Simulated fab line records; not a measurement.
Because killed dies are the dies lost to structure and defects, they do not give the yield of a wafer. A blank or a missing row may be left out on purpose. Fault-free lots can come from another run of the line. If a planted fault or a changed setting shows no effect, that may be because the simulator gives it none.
A lot that was struck, set against a sound lot / flow sky130 / 18 steps out of a route of 708
Sound: the wafers L727.3, L727.4, L727.5. Struck: wafer L739.4 (left out: L739.3, L739.6 of the same lot, which were not struck); the cause appears at the end.
At each step with rows: each side's tool, then ch and its chambers, then its first start. Under that, the readings that differ: sound wafers / struck wafers / difference of the means / sigmas: that difference in standard deviations of wafers without a fault.
alike: readings with means less than 2 such deviations apart, plus words and numbers identical on both sides. not compared: withheld readings, readings lacking a value on some wafer, bounds such as >300 that could conceal the same value, and numbers that have no deviation in the record and whose values overlap.
Wherever a step has rows on one side only, a row that says differs or no value, or a row with sigmas, the two part there. Numbers that don't overlap but have no deviation are shown without sigmas and don't part them. Lack of a reading on every wafer of one side parts them only where that side has two or more wafers.

first, 5 steps without rows for these wafers: SKY_VIA4_COAT_06 (resist thk 1140 nm); SKY_VIA4_SOFTBAKE_07 (time 60 s); SKY_VIA4_EXPOSE_08 (exposes mask VIM4, target cd 800 nm); SKY_VIA4_PEB_09; SKY_VIA4_DEVELOP_10 (develop time 60 s).
SKY_VIA4_OVL_MEAS_11:
  struck on overlay-01, day 46 23:52; sound on overlay-02, day 44 00:47
  alike: VIA4_OVL
SKY_VIA4_ETCH_12: etches SiO2 in C4F8/O2/Ar, stops on TiN, target depth 580 nm.
  sound on rie-diel-03 ch 1,2,3, day 44 00:49; struck on rie-diel-03 ch 0, day 46 23:53
  alike: bias-w, oes-product-au
SKY_VIA4_STRIP_13: strips in O2/N2.
  sound on plasma-asher-04 ch 0,1, day 44 00:55; struck on plasma-asher-02 ch 0, day 46 23:59
  alike: drypump-motor-current-A, oes-product-au, strip-time-to-endpoint-s
  not compared: rf-hours-counter-h
then, 3 steps without rows for these wafers: SKY_VIA4_STRIP_14 (strips in post etch residue remover, time 1200 s); SKY_VIA4_CLEAN_15 (cleans in IPA, time 180 s); SKY_VIA4_CLEAN_16 (cleans in O3/DIW).
SKY_VIA4_SPUTTER_17: material TiN, target thk 20 nm, time 80 s.
  struck on pvd-sputter-04, day 47 00:37; sound on pvd-sputter-03, day 44 01:33
  alike: throttle-valve-pct
SKY_VIA4_CVD_18: deposits W, target thk 505 nm, time 152.14 s.
  sound on cvd-w-02 ch 0,1, day 44 01:40; struck on cvd-w-02 ch 0, day 47 00:43
reading=heater-power-outer-w (W); sound=471 480 477; struck=409; difference=-67; sigmas=-2
reading=heater-power-w (W); sound=871 851 839; struck=740; difference=-114; sigmas=-6
reading=susceptor-temp-C (C); sound=399.98 400.07 400.24; struck=379.16; difference=-20.94; sigmas=-99 or more
reading=model.W_of_VIA4_CVD_18.thk-nm (nm); sound=507.8 508.8 509.3; struck=349; difference=-160; sigmas=
  alike: chamber-pressure-Torr
  not compared: since-wet-clean-h
SKY_VIA4_RS_MEAS_19: a four-point-probe measurement.
  struck on film-metro-02, day 47 00:52; sound on film-metro-02, day 44 01:49
reading=VIA4_W_RS (ohm/sq); sound=0.2254 0.2246 0.2243; struck=0.3289; difference=+0.1041; sigmas=+52
SKY_VIA4_THK_MEAS_20: measures by xrf.
  struck on film-metro-02, day 47 00:58; sound on film-metro-02, day 44 01:55
reading=VIA4_W_THK (nm); sound=495 495 494; struck=342; difference=-153; sigmas=-29
SKY_VIA4_CMP_21: polishes, stops on SiO2, t overpolish 25 s, target thk 0 nm.
  sound on cmp-01 ch 0,2,3, day 44 02:03; struck on cmp-01 ch 1, day 47 01:06
reading=time-to-endpoint-s (s); sound=118 123 116; struck=82; difference=-37; sigmas=-11
  alike: motor-current-A, slurry-flow-ml-min
SKY_METAL5_SPUTTER_00: material Ti, target thk 15 nm, time 10 s.
  struck on pvd-sputter-02, day 47 01:18; sound on pvd-sputter-03, day 44 02:15
  alike: throttle-valve-pct
-- the record jumps here: 3 days lie between the struck wafers' starts before and after (it left off in module METAL5 and takes up again in module PAD_OPEN, whose first step shown is number 708 of the route) --
SKY_PAD_OPEN_PROBE_99:
  only the struck wafers here have rows in the record (prober-02, day 49 14:25); the sound ones have none

## WHERE THEY PART
Last at SKY_PAD_OPEN_PROBE_99 as far as this record goes, first at SKY_VIA4_CVD_18.

WHY: the cause the simulator had injected
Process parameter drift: cvd-w-02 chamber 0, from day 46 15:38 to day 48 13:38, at SKY_VIA4_CVD_18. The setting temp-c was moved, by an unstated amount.
